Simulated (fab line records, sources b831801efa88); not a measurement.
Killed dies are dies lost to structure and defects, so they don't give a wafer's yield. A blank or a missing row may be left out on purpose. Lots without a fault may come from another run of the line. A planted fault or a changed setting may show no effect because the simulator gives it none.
A struck lot beside a sound one | flow sky130 | 15 steps out of a route of 708
Sound: wafers L709.2, L709.3, L709.5. Struck: wafer L721.1. (L721.2, L721.4 of the same lot were not struck and are left out.) The cause comes at the end.
At each step with rows: each side's tool, then ch and its chambers, then its first start. Under that, the readings that differ: sound wafers | struck wafers | difference of the means | sigmas: that difference in standard deviations of wafers without a fault.
alike: readings whose means differ by less than 2 such deviations, and words and numbers that are the same on both sides. not compared: withheld readings, readings that some wafer has no value for, bounds like >300 that may hide the same value, and numbers for which the record gives no deviation and whose values overlap.
The two part at a step that has a row with sigmas, a row that says differs or no value, or rows on one side only. Numbers that don't overlap but have no deviation are shown without sigmas and don't part them. A reading that every wafer of one side lacks parts them only if that side has two wafers or more.

first, 4 steps without rows for these wafers: SKY_VIA2_SOFTBAKE_08 (time 90 s); SKY_VIA2_EXPOSE_09 (exposes mask VIM2, target cd 200 nm); SKY_VIA2_PEB_10; SKY_VIA2_DEVELOP_11 (develop time 60 s).
SKY_VIA2_CD_MEAS_12: target cd 200 nm.
  sound on cd_sem-02, day 36 16:20; struck on cd_sem-02, day 40 19:40
  alike: cd_nm
SKY_VIA2_OVL_MEAS_13:
  sound on overlay-02, day 36 16:26; struck on overlay-01, day 40 19:47
  alike: VIA2_OVL
SKY_VIA2_ETCH_14: etches BARC in N2/H2, stops on SiO2, time 45.9 s, target depth 60 nm.
  sound on rie_diel-02 ch 1,2,3, day 36 16:28; struck on rie_diel-01 ch 1, day 40 19:49
  alike: drypump_motor_current_A, oes_product_au, throttle_valve_pct
  not compared: rf_hours_counter_h
SKY_VIA2_ETCH_15: etches SiO2 in C4F8/O2/Ar, stops on TiN, target depth 546 nm, time 84 s.
  sound on rie_diel-02 ch 1,2,3, day 36 16:30; struck on rie_diel-01 ch 1, day 40 19:52
  alike: oes_product_au
  not compared: rf_hours_counter_h
SKY_VIA2_STRIP_16: strips in O2/N2.
  sound on plasma_asher-03 ch 0,1, day 36 16:34; struck on plasma_asher-02 ch 1, day 40 19:55
  alike: drypump_motor_current_A, oes_product_au, strip_time_to_endpoint_s
  not compared: rf_hours_counter_h
then, 3 steps without rows for these wafers: SKY_VIA2_STRIP_17 (strips in post etch residue remover, time 1200 s); SKY_VIA2_CLEAN_18 (cleans in IPA, time 180 s); SKY_VIA2_CLEAN_19 (cleans in O3/DIW).
SKY_VIA2_SPUTTER_20: material TiN, target thk 20 nm, time 80 s.
  sound on pvd_sputter-03, day 36 17:10; struck on pvd_sputter-02, day 40 20:31
  reading                                  | sound                | struck | difference | sigmas
  cathode_dc_power_W (W)                   | 3999.4 4000.2 4000.7 | 3524.8 | -475.3     | -99 or more
  model.TiN_of_VIA2_SPUTTER_20.thk_nm (nm) | 20.18 20.16 19.98    | 17.74  | -2.37      |
  alike: throttle_valve_pct
SKY_VIA2_CVD_21: deposits W, target thk 420 nm, time 126.4 s.
  sound on cvd_w-02 ch 0,1, day 36 17:13; struck on cvd_w-01 ch 0, day 40 20:34
  alike: heater_power_w
-- the record jumps here: 8 days lie between the struck wafers' starts before and after (it left off in module VIA2 and takes up again in module PAD_OPEN, whose first step shown is number 708 of the route) --
SKY_PAD_OPEN_PROBE_99:
  the record has rows for the struck wafers here (prober-01, day 49 08:21) and none for the sound ones

WHERE THEY PART
First at SKY_VIA2_SPUTTER_20; last, within this record, at SKY_PAD_OPEN_PROBE_99.

WHY: what the simulator had put in
Process parameter drift: pvd_sputter-02, from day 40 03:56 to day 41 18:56, at SKY_VIA2_SPUTTER_20. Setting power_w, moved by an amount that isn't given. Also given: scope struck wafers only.
